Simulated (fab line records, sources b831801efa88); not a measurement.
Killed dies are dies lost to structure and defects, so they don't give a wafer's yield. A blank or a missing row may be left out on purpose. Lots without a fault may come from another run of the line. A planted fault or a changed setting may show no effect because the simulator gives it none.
A struck lot beside a sound one | flow gf180mcu | 16 steps out of a route of 602
Sound: wafers L259.2, L259.4, L259.5. Struck: wafers L254.3, L254.4, L254.6. The cause comes at the end.
At each step with rows: each side's tool, then ch and its chambers, then its first start. Under that, the readings that differ: sound wafers | struck wafers | difference of the means | sigmas: that difference in standard deviations of wafers without a fault.
alike: readings whose means differ by less than 2 such deviations, and words and numbers that are the same on both sides. not compared: withheld readings, readings that some wafer has no value for, bounds like >300 that may hide the same value, and numbers for which the record gives no deviation and whose values overlap.
The two part at a step that has a row with sigmas, a row that says differs or no value, or rows on one side only. Numbers that don't overlap but have no deviation are shown without sigmas and don't part them. A reading that every wafer of one side lacks parts them only if that side has two wafers or more.

first, 3 steps without rows for these wafers: GF_V5_EXPOSE_11 (exposes mask Via5, target cd 260 nm); GF_V5_PEB_12 (peb time 90 s); GF_V5_DEVELOP_13 (develop time 60 s).
GF_V5_CD_MEAS_14: target cd 260 nm.
  sound on cd_sem-01, day 32 00:13; struck on cd_sem-01, day 30 06:03
  alike: cd_nm
GF_V5_OVL_MEAS_15:
  sound on overlay-01, day 32 00:19; struck on overlay-01, day 30 06:08
  alike: V5_OVL
GF_V5_ETCH_16: etches BARC in N2/H2.
  sound on rie_diel-02 ch 2,3, day 32 00:20; struck on rie_diel-04 ch 1,2,3, day 30 06:10
  alike: drypump_motor_current_A, oes_product_au, throttle_valve_pct
GF_V5_ETCH_17: etches SiO2 in C4F8/O2/Ar, stops on TiN, target depth 855 nm.
  sound on rie_diel-02 ch 2,3; struck on rie_diel-04 ch 1,2,3
  alike: oes_product_au
GF_V5_STRIP_18: strips in O2/N2.
  sound on plasma_asher-02 ch 0,1, day 32 00:30; struck on plasma_asher-04 ch 0,1, day 30 06:21
  alike: drypump_motor_current_A, heater_power_w, oes_product_au
  not compared: rf_hours_counter_h
then, 2 steps without rows for these wafers: GF_V5_STRIP_19 (strips in post etch residue remover, time 1200 s); GF_V5_CLEAN_20 (cleans in DIW).
GF_V5_SPUTTER_21: material Ti, target thk 15 nm, time 80.02 s.
  sound on pvd_sputter-03, day 32 01:02; struck on pvd_sputter-01, day 30 06:51
  alike: chamber_pressure_pa, throttle_valve_pct
GF_V5_SPUTTER_22: material TiN, target thk 10 nm, time 40 s.
  sound on pvd_sputter-03, day 32 01:05; struck on pvd_sputter-01, day 30 06:55
  alike: chamber_pressure_pa, throttle_valve_pct
GF_V5_CVD_23: deposits W, target thk 350 nm, time 104.9 s.
  sound on cvd_w-02 ch 0,1, day 32 01:08; struck on cvd_w-01 ch 0,1, day 30 06:59
  no value came back on the struck wafers for chamber_pressure_Torr (Torr), heater_power_outer_w (W), heater_power_w (W), time_s (s); on the sound wafers chamber_pressure_Torr (Torr) reads 40.04 39.92 39.96
GF_V5_RS_MEAS_24: measures by four-point-probe.
  sound on film_metro-03, day 32 01:16; struck on film_metro-01, day 30 07:06
  reading          | sound             | struck               | difference | sigmas
  V5_W_RS (ohm/sq) | 0.330 0.330 0.332 | 43.600 43.648 43.698 | +43.318    | +99 or more
GF_V5_THK_MEAS_25: measures by xrf.
  sound on film_metro-03, day 32 01:22; struck on film_metro-01, day 30 07:12
  not compared: V5_W_THK
GF_V5_CMP_26: polishes, stops on SiO2, t overpolish 15 s, target thk 0 nm.
  sound on cmp-01 ch 0,1, day 32 02:27; struck on cmp-01 ch 0,1, day 30 07:34
  reading                | sound    | struck | difference | sigmas
  time_to_endpoint_s (s) | 83 85 83 | 1 0 1  | -83        | -24
  alike: motor_current_A

WHERE THEY PART
First at GF_V5_CVD_23; last, within this record, at GF_V5_CMP_26.

WHY: what the simulator had put in
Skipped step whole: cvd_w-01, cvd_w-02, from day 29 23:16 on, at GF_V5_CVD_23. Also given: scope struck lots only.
